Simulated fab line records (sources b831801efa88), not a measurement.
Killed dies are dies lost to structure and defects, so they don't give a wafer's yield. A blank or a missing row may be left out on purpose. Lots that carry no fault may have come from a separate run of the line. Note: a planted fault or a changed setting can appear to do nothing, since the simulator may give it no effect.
fab line records -- flow sky130
record: lots: 11, wafers: 33, last_day: 50
route steps=708 shown VT_ADJUST_HVTR@139 SONOS_ONO@182 RES_PROTECT@214 CAPM@537 METAL3@567 PAD_OPEN@708
lots untouched by any fault: they come from a run of this same line in which no faults occurred
start_h: hours from the record's opening day to when the first of the lot's shown wafers began -- wait_h: hours elapsed since this lot's preceding step -- " unchanged from the row above -- L1.1+2: a row that stands for several wafers -- - no value, or no start given -- * or withheld: withheld -- < > ~ a bound
route shown NAME@n: NAME is a module with steps in the file, n the number in the route of the first one -- usual: average and standard deviation across the fault-free wafers -- same: alike in all rows -- chamber/n: place in a boat -- sites: readings site by site -- _std_site: standard deviation of those values -- _edge_site: the outer-site mean with the inner-site mean subtracted -- radius_mm: for every site, how far away it sits from the centre of the wafer -- mask NAME#n: copy n -- behind: the tool/chamber that last shaped the wafer -- hold: cause of the lot's hold/its duration in hours/its outcome -- device: whichever transistor did not switch (one of n, p or np) -- end of line: tests of these same wafers at the route's end -- step lacking rows: just its recipe -- killed: not the wafer's yield, but the dies lost to structure and defects at the first sort -- map: shows each die of a wafer: x if killed, . if not, _ if none is there
set.NAME: the run value of the setting; set.NAME@STEP: its run value at that earlier step -- model.NAME: the simulator's own value behind a step, which no gauge read
a sample of lots followed through the steps of the route, with each step as a table and each wafer as a row
services: from which hour (start_h, from the record's first day; less than 0 if before it) a tool's chamber was out of use, for how many hours, and why
== steps ==
step: SKY_VT_ADJUST_HVTR_OVL_MEAS_08
usual: VT_ADJUST_HVTR_OVL: 0.2/1.5
lot.wafer,tool,chamber,start_h,wait_h,VT_ADJUST_HVTR_OVL[nm]
L318.3,overlay-01,-,198.18,0.1,1.8
L318.4,overlay-01,-,198.18,0.1,1.8
L318.5,overlay-01,-,198.18,0.1,0.6
L321.1,overlay-02,-,217.92,0.1,3.4
L321.5,overlay-02,-,217.92,0.1,2.0
L321.6,overlay-02,-,217.92,0.1,1.0
L323.1,overlay-02,-,233.19,0.1,0.0
L323.4,overlay-02,-,233.19,0.1,1.2
L323.6,overlay-02,-,233.19,0.1,-0.1
L324.1,overlay-02,-,238.14,0.1,1.2
L324.3,overlay-02,-,238.14,0.1,-0.4
L324.5,overlay-02,-,238.14,0.1,1.1
L325.2,overlay-01,-,245.76,0.1,-0.5
L325.3,overlay-01,-,245.76,0.1,-0.2
L325.6,overlay-01,-,245.76,0.1,1.0
L331.3,overlay-02,-,284.65,0.1,-3.6
L331.4,overlay-02,-,284.65,0.1,-3.1
L331.5,overlay-02,-,284.65,0.1,-2.8
L336.1,overlay-01,-,320.49,0.1,3.3
L336.4,overlay-01,-,320.49,0.1,1.9
L336.5,overlay-01,-,320.49,0.1,1.8
L337.1,overlay-02,-,327.94,0.1,1.5
L337.4,overlay-02,-,327.94,0.1,-0.2
L337.5,overlay-02,-,327.94,0.1,1.6
L338.2,overlay-02,-,340.80,0.1,0.7
L338.4,overlay-02,-,340.80,0.1,0.9
L338.6,overlay-02,-,340.80,0.1,1.0
L339.1,overlay-02,-,345.64,0.1,1.6
L339.3,overlay-02,-,345.64,0.1,0.0
L339.5,overlay-02,-,345.64,0.1,0.5
L340.1,overlay-01,-,352.87,0.1,1.3
L340.3,overlay-01,-,352.87,0.1,0.8
L340.6,overlay-01,-,352.87,0.1,0.5
step: SKY_SONOS_ONO_OVL_MEAS_14
usual: SONOS_ONO_OVL: 0.1/1.5
lot.wafer,tool,chamber,start_h,wait_h,SONOS_ONO_OVL[nm]
L318.3,overlay-01,-,271.90,0.1,1.1
L318.4,overlay-01,-,271.90,0.1,0.5
L318.5,overlay-01,-,271.90,0.1,2.7
L321.1,overlay-01,-,292.44,0.1,0.9
L321.5,overlay-01,-,292.44,0.1,0.1
L321.6,overlay-01,-,292.44,0.1,-0.5
L323.1,overlay-02,-,309.20,0.1,1.0
L323.4,overlay-02,-,309.20,0.1,0.9
L323.6,overlay-02,-,309.20,0.1,-0.1
L324.1,overlay-02,-,315.95,0.1,-0.9
L324.3,overlay-02,-,315.95,0.1,-2.7
L324.5,overlay-02,-,315.95,0.1,-0.9
L325.2,overlay-02,-,325.81,0.1,1.2
L325.3,overlay-02,-,325.81,0.1,-0.2
L325.6,overlay-02,-,325.81,0.1,-0.4
L331.3,overlay-01,-,365.66,0.1,-2.4
L331.4,overlay-01,-,365.66,0.1,-2.5
L331.5,overlay-01,-,365.66,0.1,-1.6
L336.1,overlay-01,-,410.44,0.1,1.7
L336.4,overlay-01,-,410.44,0.1,2.0
L336.5,overlay-01,-,410.44,0.1,-0.3
L337.1,overlay-02,-,416.85,0.1,3.2
L337.4,overlay-02,-,416.85,0.1,0.9
L337.5,overlay-02,-,416.85,0.1,1.4
L338.2,overlay-01,-,431.16,0.1,-1.0
L338.4,overlay-01,-,431.16,0.1,-0.4
L338.6,overlay-01,-,431.16,0.1,-0.2
L339.1,overlay-02,-,440.75,0.1,-0.8
L339.3,overlay-02,-,440.75,0.1,-0.4
L339.5,overlay-02,-,440.75,0.1,0.5
L340.1,overlay-02,-,448.14,0.1,0.5
L340.3,overlay-02,-,448.14,0.1,1.0
L340.6,overlay-02,-,448.14,0.1,0.9
step: SKY_RES_PROTECT_STRIP_07
recipe: chemistry: O2/N2, power_w: 1400, pressure_mtorr: 1500, platen_temp_c: withheld, o2_flow_sccm: 3000, n2_flow_sccm: 300, overash_fraction: 0.5
usual: chamber_pressure_mTorr: 1500.2/1.4, drypump_motor_current_A: 5.7/0.56, oes_product_au: 0.518/0.0047, strip_time_to_endpoint_s: 23.30/0.045
lot.wafer,tool,chamber,start_h,wait_h,chamber_pressure_mTorr,drypump_motor_current_A,oes_product_au,rf_hours_counter_h,strip_time_to_endpoint_s
L318.3,plasma_asher-01,1,331.23,0.1,1499.5,5.0,0.520,-,23.34
L318.4,plasma_asher-01,0,331.23,0.1,1500.2,6.4,0.518,-,23.36
L318.5,plasma_asher-01,0,331.23,0.1,1500.9,6.4,0.515,-,23.35
L321.1,plasma_asher-01,1,352.60,0.1,1501.0,5.0,0.516,61,23.25
L321.5,plasma_asher-01,1,352.60,0.1,1500.2,5.0,0.526,-,23.32
L321.6,plasma_asher-01,0,352.60,0.1,1497.6,6.4,0.514,-,23.27
L323.1,plasma_asher-03,1,368.87,0.1,1500.4,5.7,0.526,25,23.30
L323.4,plasma_asher-03,0,368.87,0.1,1498.1,5.8,0.527,-,23.32
L323.6,plasma_asher-03,0,368.87,0.1,1499.6,5.7,0.515,-,23.28
L324.1,plasma_asher-04,1,374.98,0.1,1501.6,5.1,0.513,71,23.25
L324.3,plasma_asher-04,0,374.98,0.1,1499.0,6.2,0.524,-,23.36
L324.5,plasma_asher-04,1,374.98,0.1,1498.8,5.1,0.517,-,23.31
L325.2,plasma_asher-03,0,386.73,0.1,1499.1,5.8,0.512,27,23.25
L325.3,plasma_asher-03,1,386.73,0.1,1500.2,5.7,0.514,-,23.25
L325.6,plasma_asher-03,0,386.73,0.1,1499.2,5.8,0.515,-,23.21
L331.3,plasma_asher-01,0,429.73,0.1,1501.3,6.4,0.514,-,23.30
L331.4,plasma_asher-01,1,429.73,0.1,1500.1,5.0,0.511,-,23.24
L331.5,plasma_asher-01,0,429.73,0.1,1500.4,6.4,0.521,-,23.31
L336.1,plasma_asher-03,0,476.66,0.1,1501.1,5.8,0.523,36,23.29
L336.4,plasma_asher-03,0,476.66,0.1,1505.1,5.8,0.519,-,23.28
L336.5,plasma_asher-03,1,476.66,0.1,1500.9,5.7,0.513,-,23.26
L337.1,plasma_asher-01,1,485.80,0.1,1500.5,5.0,0.516,74,23.25
L337.4,plasma_asher-01,0,485.80,0.1,1502.2,6.4,0.519,-,23.28
L337.5,plasma_asher-01,1,485.80,0.1,1497.1,5.0,0.517,-,23.23
L338.2,plasma_asher-04,1,501.00,0.1,1500.6,5.2,0.521,7,23.31
L338.4,plasma_asher-04,0,501.00,0.1,1500.6,6.1,0.524,-,23.28
L338.6,plasma_asher-04,0,501.00,0.1,1501.8,6.1,0.521,-,23.32
L339.1,plasma_asher-03,0,517.33,0.1,1499.0,5.8,0.519,41,23.29
L339.3,plasma_asher-03,1,517.33,0.1,1502.6,5.7,0.520,-,23.38
L339.5,plasma_asher-03,0,517.33,0.1,1502.5,5.7,0.524,-,23.34
L340.1,plasma_asher-01,1,517.46,0.1,1499.7,5.0,0.525,78,23.26
L340.3,plasma_asher-01,0,517.46,0.1,1499.5,6.4,0.523,-,23.27
L340.6,plasma_asher-01,0,517.46,0.1,1499.3,6.4,0.521,-,23.27
step: SKY_CAPM_CVD_00
recipe: material: SiO2, target_thk_nm: 15.5, temp_c: 400, time_s: withheld, rf_w: 450
usual: heater_power_w: 686/110
lot.wafer,tool,chamber,start_h,wait_h,heater_power_w
L318.3,pecvd-02,2,839.41,0.0,800
L318.4,pecvd-02,0,839.41,0.0,901
L318.5,pecvd-02,1,839.41,0.0,800
L321.1,pecvd-01,2,860.16,0.0,655
L321.5,pecvd-01,1,860.16,0.0,637
L321.6,pecvd-01,0,860.16,0.0,569
L323.1,pecvd-02,1,875.64,0.0,782
L323.4,pecvd-02,1,875.64,0.0,780
L323.6,pecvd-02,0,875.64,0.0,800
L324.1,pecvd-01,1,879.87,0.0,614
L324.3,pecvd-01,2,879.87,0.0,630
L324.5,pecvd-01,2,879.87,0.0,642
L325.2,pecvd-02,0,891.98,0.0,937
L325.3,pecvd-02,1,891.98,0.0,811
L325.6,pecvd-02,1,891.98,0.0,807
L331.3,pecvd-02,1,929.00,0.0,705
L331.4,pecvd-02,0,929.00,0.0,926
L331.5,pecvd-02,1,929.00,0.0,697
L336.1,pecvd-01,2,969.22,0.0,556
L336.4,pecvd-01,0,969.22,0.0,616
L336.5,pecvd-01,1,969.22,0.0,571
L338.2,pecvd-01,0,988.84,0.0,590
L338.4,pecvd-01,0,988.84,0.0,600
L338.6,pecvd-01,1,988.84,0.0,519
L337.1,pecvd-03,1,992.93,0.0,621
L337.4,pecvd-03,2,992.93,0.0,649
L337.5,pecvd-03,0,992.93,0.0,653
L339.1,pecvd-02,1,999.58,0.0,825
L339.3,pecvd-02,2,999.58,0.0,798
L339.5,pecvd-02,2,999.58,0.0,812
L340.1,pecvd-03,0,1000.73,0.0,710
L340.3,pecvd-03,2,1000.73,0.0,661
L340.6,pecvd-03,2,1000.73,0.0,651
step: SKY_CAPM_THK_MEAS_01
recipe: reads: SiO2_of_CAPM_CVD_00
usual: CAPM_CVD_00_THK: 15.57/0.24
lot.wafer,tool,chamber,start_h,wait_h,CAPM_CVD_00_THK[nm]
L318.3,film_metro-04,-,839.45,-,15.39
L318.4,film_metro-04,-,839.45,-,15.89
L318.5,film_metro-04,-,839.45,-,15.26
L321.1,film_metro-02,-,860.18,-,15.37
L321.5,film_metro-02,-,860.18,-,15.62
L321.6,film_metro-02,-,860.18,-,15.58
L323.1,film_metro-02,-,875.66,-,15.06
L323.4,film_metro-02,-,875.66,-,15.53
L323.6,film_metro-02,-,875.66,-,15.43
L324.1,film_metro-02,-,879.89,-,15.45
L324.3,film_metro-02,-,879.89,-,15.40
L324.5,film_metro-02,-,879.89,-,15.86
L325.2,film_metro-02,-,892.01,-,15.43
L325.3,film_metro-02,-,892.01,-,15.37
L325.6,film_metro-02,-,892.01,-,15.39
L331.3,film_metro-01,-,929.04,-,15.59
L331.4,film_metro-01,-,929.04,-,9.36
L331.5,film_metro-01,-,929.04,-,15.50
L336.1,film_metro-02,-,969.24,-,15.12
L336.4,film_metro-02,-,969.24,-,15.83
L336.5,film_metro-02,-,969.24,-,15.69
L338.2,film_metro-04,-,988.87,-,15.45
L338.4,film_metro-04,-,988.87,-,15.67
L338.6,film_metro-04,-,988.87,-,15.62
L337.1,film_metro-02,-,992.95,-,15.43
L337.4,film_metro-02,-,992.95,-,15.69
L337.5,film_metro-02,-,992.95,-,15.70
L339.1,film_metro-02,-,999.60,-,15.51
L339.3,film_metro-02,-,999.60,-,15.46
L339.5,film_metro-02,-,999.60,-,15.79
L340.1,film_metro-01,-,1000.75,-,15.61
L340.3,film_metro-01,-,1000.75,-,15.82
L340.6,film_metro-01,-,1000.75,-,15.89
step: SKY_METAL3_ETCH_17
recipe: target: SiO2, stop_on: TiN, chemistry: C4F8/O2/Ar, source_w: 1500, bias_w: 1200, pressure_mtorr: 40, c4f8_flow_sccm: withheld, O2_flow_sccm: 6, Ar_flow_sccm: 300, time_s: 3.9, target_depth_a: 150
usual: chamber_pressure_mTorr: 40.00/0.035, oes_product_au: 0.756/0.0075
lot.wafer,tool,chamber,start_h,wait_h,chamber_pressure_mTorr,oes_product_au,rf_hours_counter_h
L318.3,rie_diel-02,3,892.97,0.1,40.07,0.744,14
L318.4,rie_diel-02,0,892.97,0.1,40.04,0.767,17
L318.5,rie_diel-02,0,892.97,0.1,39.94,0.746,-
L321.1,rie_diel-02,0,913.55,0.1,40.01,0.753,18
L321.5,rie_diel-02,0,913.55,0.1,39.94,0.763,-
L321.6,rie_diel-02,1,913.55,0.1,39.98,0.758,-
L323.1,rie_diel-02,1,929.51,0.1,39.98,0.735,5
L323.4,rie_diel-02,3,929.51,0.1,40.06,0.747,15
L323.6,rie_diel-02,0,929.51,0.1,40.03,0.757,-
L324.1,rie_diel-02,3,933.81,0.1,40.04,0.752,15
L324.3,rie_diel-02,1,933.81,0.1,39.97,0.754,5
L324.5,rie_diel-02,3,933.81,0.1,39.95,0.766,-
L325.2,rie_diel-03,1,946.49,0.1,39.99,0.753,23
L325.3,rie_diel-03,2,946.49,0.1,39.99,0.751,10
L325.6,rie_diel-03,2,946.49,0.1,39.97,0.753,-
L331.3,rie_diel-02,0,981.89,0.1,39.98,0.753,20
L331.4,rie_diel-02,2,981.89,0.1,39.97,0.605,8
L331.5,rie_diel-02,2,981.89,0.1,39.97,0.757,-
L336.1,rie_diel-02,3,1016.45,0.1,39.99,0.749,17
L336.4,rie_diel-02,3,1016.45,0.1,39.97,0.759,-
L336.5,rie_diel-02,2,1016.45,0.1,40.02,0.762,-
L338.2,rie_diel-03,3,1034.99,0.1,39.99,0.752,22
L338.4,rie_diel-03,2,1034.99,0.1,40.01,0.761,14
L338.6,rie_diel-03,0,1034.99,0.1,39.99,0.753,-
L337.1,rie_diel-03,3,1038.61,0.1,39.96,0.753,22
L337.4,rie_diel-03,0,1038.61,0.1,40.00,0.758,29
L337.5,rie_diel-03,2,1038.61,0.1,40.01,0.754,-
L339.1,rie_diel-02,1,1044.71,0.1,40.04,0.758,9
L339.3,rie_diel-02,2,1044.71,0.1,39.95,0.758,10
L339.5,rie_diel-02,3,1044.71,0.1,40.03,0.757,-
L340.1,rie_diel-02,3,1045.84,0.1,40.01,0.756,17
L340.3,rie_diel-02,0,1045.84,0.1,40.06,0.767,22
L340.6,rie_diel-02,1,1045.84,0.1,40.03,0.767,-
step: SKY_PAD_OPEN_PROBE_99
usual: defect_limited_yield: 82.5/1.9, killed_at_M0_to_M3: 42/7.4, killed_at_M4_up: 3.4/1.8, killed_at_contacts: 25/5.4, killed_at_front_end: 15/4.4, killed_at_other: 0.2/0.52, killed_dies: 86/9.3, killed_open: 47/7.6, killed_short: 39/6.5
same: gross_dies: 492, killed_at_back_side: 0
lot.wafer,tool,chamber,start_h,wait_h,defect_limited_yield[%],killed_at_M0_to_M3,killed_at_M4_up,killed_at_contacts,killed_at_front_end,killed_at_other,killed_dies,killed_open,killed_short
L323.1,prober-01,-,1099.96,0.1,83.1,41,2,25,15,0,83,50,33
L323.4,prober-01,-,1100.11,0.2,81.9,53,5,15,16,0,89,42,47
L323.6,prober-01,-,1100.21,0.2,81.7,38,7,31,14,0,90,56,34
L331.3,prober-01,-,1140.50,0.2,80.7,53,2,26,14,0,95,51,44
L331.4,prober-01,-,1140.55,0.2,81.7,49,5,15,21,0,90,43,47
L331.5,prober-01,-,1140.60,0.2,78.3,50,5,30,21,1,107,64,43
L336.1,prober-01,-,1166.49,0.1,80.3,51,2,34,10,0,97,69,28
L336.4,prober-01,-,1166.64,0.2,84.6,41,3,20,12,0,76,43,33
L336.5,prober-01,-,1166.69,0.2,81.3,38,1,34,19,0,92,56,36
L340.1,prober-01,-,1188.15,0.1,83.5,33,4,25,19,0,81,36,45
L340.3,prober-01,-,1188.25,0.2,81.9,46,0,27,16,0,89,47,42
L340.6,prober-01,-,1188.40,0.2,80.7,45,0,34,16,0,95,46,49
killed by level:class
L323.1 CONTACT:geometric_particle:open=11 VIA1:geometric_particle:open=10 VIA1:geometric_particle:short=7 VIA3:geometric_particle:open=6 VIA2:geometric_particle:open=6 METAL2:geometric_particle:short=6 FIELD_ISO:geometric_particle:short=5 FIELD_ISO:geometric_particle:open=5
L323.4 VIA1:geometric_particle:open=9 VIA1:geometric_particle:short=9 METAL1:geometric_particle:short=7 VIA3:geometric_particle:open=7 METAL2:geometric_particle:short=6 VIA2:geometric_particle:open=6 FIELD_ISO:geometric_particle:short=5 POLY_GATE:geometric_particle:short=5
L323.6 CONTACT:geometric_particle:open=17 VIA1:geometric_particle:open=11 METAL4:geometric_particle:short=6 LI_CONTACT:geometric_particle:open=5 VIA3:geometric_particle:open=5 METAL2:geometric_particle:short=5 METAL1:geometric_particle:short=4 VIA1:geometric_particle:short=4
L331.3 VIA1:geometric_particle:open=13 VIA2:geometric_particle:open=11 CONTACT:geometric_particle:open=7 VIA3:geometric_particle:open=6 FIELD_ISO:geometric_particle:short=6 METAL1:geometric_particle:short=6 METAL2:geometric_particle:short=6 LOCAL_INTERCONNECT:geometric_particle:short=5
L331.4 METAL1:geometric_particle:short=9 VIA1:geometric_particle:open=9 FIELD_ISO:geometric_particle:short=8 VIA2:geometric_particle:open=8 METAL2:geometric_particle:short=6 VIA3:geometric_particle:open=6 FIELD_ISO:geometric_particle:open=5 LI_CONTACT:geometric_particle:open=5
L331.5 VIA1:geometric_particle:open=17 LI_CONTACT:geometric_particle:open=10 FIELD_ISO:geometric_particle:short=8 VIA2:geometric_particle:open=8 FIELD_ISO:geometric_particle:open=6 CONTACT:geometric_particle:open=6 CONTACT:geometric_particle:short=6 VIA3:geometric_particle:open=6
L336.1 VIA1:geometric_particle:open=18 CONTACT:geometric_particle:open=15 LI_CONTACT:geometric_particle:open=12 VIA1:geometric_particle:short=7 VIA2:geometric_particle:open=7 VIA3:geometric_particle:open=7 POLY_GATE:geometric_particle:short=3 CONTACT:geometric_particle:short=3
L336.4 VIA1:geometric_particle:open=10 LI_CONTACT:geometric_particle:open=7 CONTACT:geometric_particle:open=7 VIA2:geometric_particle:open=7 FIELD_ISO:geometric_particle:short=5 METAL2:geometric_particle:short=5 VIA1:geometric_particle:short=4 METAL3:geometric_particle:short=4
L336.5 CONTACT:geometric_particle:open=12 LI_CONTACT:geometric_particle:open=11 VIA2:geometric_particle:open=10 VIA1:geometric_particle:open=7 METAL1:geometric_particle:short=6 VIA3:geometric_particle:open=6 FIELD_ISO:geometric_particle:short=5 FIELD_ISO:geometric_particle:open=5
L340.1 CONTACT:geometric_particle:short=7 FIELD_ISO:geometric_particle:short=6 LI_CONTACT:geometric_particle:open=6 CONTACT:geometric_particle:open=6 VIA3:geometric_particle:open=6 METAL1:geometric_particle:short=6 METAL2:geometric_particle:short=5 VIA2:geometric_particle:short=4
L340.3 CONTACT:geometric_particle:open=12 VIA1:geometric_particle:open=8 VIA2:geometric_particle:open=7 METAL3:geometric_particle:short=6 POLY_GATE:geometric_particle:short=5 METAL1:geometric_particle:short=5 VIA1:geometric_particle:short=5 VIA3:geometric_particle:open=5
L340.6 CONTACT:geometric_particle:open=12 LI_CONTACT:geometric_particle:open=10 VIA1:geometric_particle:open=9 VIA1:geometric_particle:short=9 LOCAL_INTERCONNECT:geometric_particle:short=6 METAL1:geometric_particle:short=6 METAL2:geometric_particle:short=6 FIELD_ISO:geometric_particle:open=5
== services ==
tool,chamber,start_h,hours,kind
rie_diel-02,-,360.23,2.8,pm
plasma_asher-01,-,447.50,4.0,repair
rie_diel-02,0,513.58,12.0,repair
rie_diel-02,1,520.58,14.8,repair
pecvd-02,-,533.42,0.7,repair
rie_diel-02,3,573.55,7.1,repair
pecvd-02,0,641.36,6.0,repair
plasma_asher-01,-,733.75,9.0,pm
pecvd-02,-,744.34,4.3,pm
pecvd-02,-,812.97,2.1,repair
pecvd-02,2,867.62,3.4,repair
plasma_asher-01,-,888.50,3.1,repair
rie_diel-02,1,893.04,2.9,repair
pecvd-02,-,898.73,0.8,repair
plasma_asher-01,-,922.68,2.8,pm
pecvd-02,2,922.94,14.0,repair
pecvd-02,-,933.26,7.8,repair
rie_diel-02,3,939.96,7.9,repair
rie_diel-02,-,952.82,0.4,repair
rie_diel-02,-,998.90,0.4,repair
rie_diel-02,3,1005.23,8.1,repair
rie_diel-02,0,1007.88,15.0,repair
rie_diel-02,-,1025.26,15.6,pm
rie_diel-02,0,1041.17,2.9,repair
== key ==
first_sign: step: SKY_CAPM_THK_MEAS_01, reading: CAPM_CVD_00_THK, direction: down, sigmas: 26, usual: 15.57, struck: 9.36
effect: step: SKY_METAL3_ETCH_17, reading: oes_product_au, direction: down, sigmas: 20, usual: 0.756, struck: 0.605
met_at SKY_CAPM_CVD_00
struck_lots L331
struck_wafers L331.4
not_acting_at SKY_VT_ADJUST_HVTR_OVL_MEAS_08,SKY_SONOS_ONO_OVL_MEAS_14,SKY_RES_PROTECT_STRIP_07
onset_between 891.98 929.00
fault: kind: process_parameter_drift, tool: pecvd-02, chamber: 0, onset_h: 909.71, steps: SKY_CAPM_CVD_00, channel: time_s, offset: withheld, shape: step, end_h: 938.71, acts_in: *
